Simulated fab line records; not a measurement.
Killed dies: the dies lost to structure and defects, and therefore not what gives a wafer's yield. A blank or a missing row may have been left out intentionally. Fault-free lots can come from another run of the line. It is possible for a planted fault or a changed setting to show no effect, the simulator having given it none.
Matching of chambers | flow sky130 | SKY_VIA4_CMP_02 on cmp-01 has 4 sister chambers
The step polishes SiO2. 8 wafers are shown with their chamber, then 12 later ones without.

## WAFERS PAIRED WITH THEIR CHAMBERS
wafer  | chamber | motor-current-A (A) | platen-rpm (rpm)
L084.1 | 3       | 12.8                | 59.96
L086.3 | 0       | 13.5                | 59.97
L091.2 | 0       | 12.6                | 59.97
L091.4 | 2       | 12.7                | 60.06
L091.5 | 1       | 14.6                | 59.97
L093.1 | 2       | 12.0                | 60.06
L093.2 | 3       | 12.3                | 60.04
L093.4 | 1       | 15.3                | 60.04

## WAFERS MISSING THEIR CHAMBER
wafer  | motor-current-A (A) | platen-rpm (rpm)
L094.1 | 12.6                | 60.04
L094.2 | 11.8                | 60.02
L094.6 | 13.2                | 60.00
L095.1 | 12.2                | 60.01
L095.2 | 13.2                | 59.95
L095.3 | 13.9                | 59.99
L096.1 | 13.5                | 60.05
L096.2 | 12.7                | 59.98
L096.5 | 12.2                | 60.07
L097.1 | 14.5                | 59.96
L097.5 | 13.7                | 60.04
L097.6 | 14.7                | 60.00

## WHICH CHAMBER EACH ONE RAN IN
wafer  | from the rows above               | in truth
L094.1 | can't be placed: 2 or 3 or 0      | 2
L094.2 | can't be placed: 2 or 3 or 0      | 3
L094.6 | can't be placed: 0 or 3 or 2      | 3
L095.1 | can't be placed: 3 or 2 or 0      | 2
L095.2 | can't be placed: 0 or 3           | 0
L095.3 | can't be placed: 0 or 1 or 3 or 2 | 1
L096.1 | can't be placed: 2 or 3 or 0 or 1 | 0
L096.2 | can't be placed: 3 or 0 or 2      | 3
L096.5 | can't be placed: 2 or 3           | 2
L097.1 | can't be placed: 1 or 0           | 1
L097.5 | can't be placed: 0 or 3 or 1 or 2 | 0
L097.6 | 1                                 | 1
Correct placement for 1 of the 12. Not placeable from these rows: 11 (in 11, the candidates include the true chamber). Placed wrongly: 0.
How it was worked out, from the rows above alone: a wafer's distance from a chamber is the root of the sum, over the readings, of the square of ((its reading less the chamber's mean) divided by the reading's scatter). If the next closest chamber is less than 2 further off than the closest, the wafer can't be placed; otherwise it belongs to the closest. For every chamber, the mean is computed from those of its wafers that are shown. The scatter: the root of (the sum of the squares of (reading less its chamber's mean) over the shown wafers, divided by (wafers less chambers)).
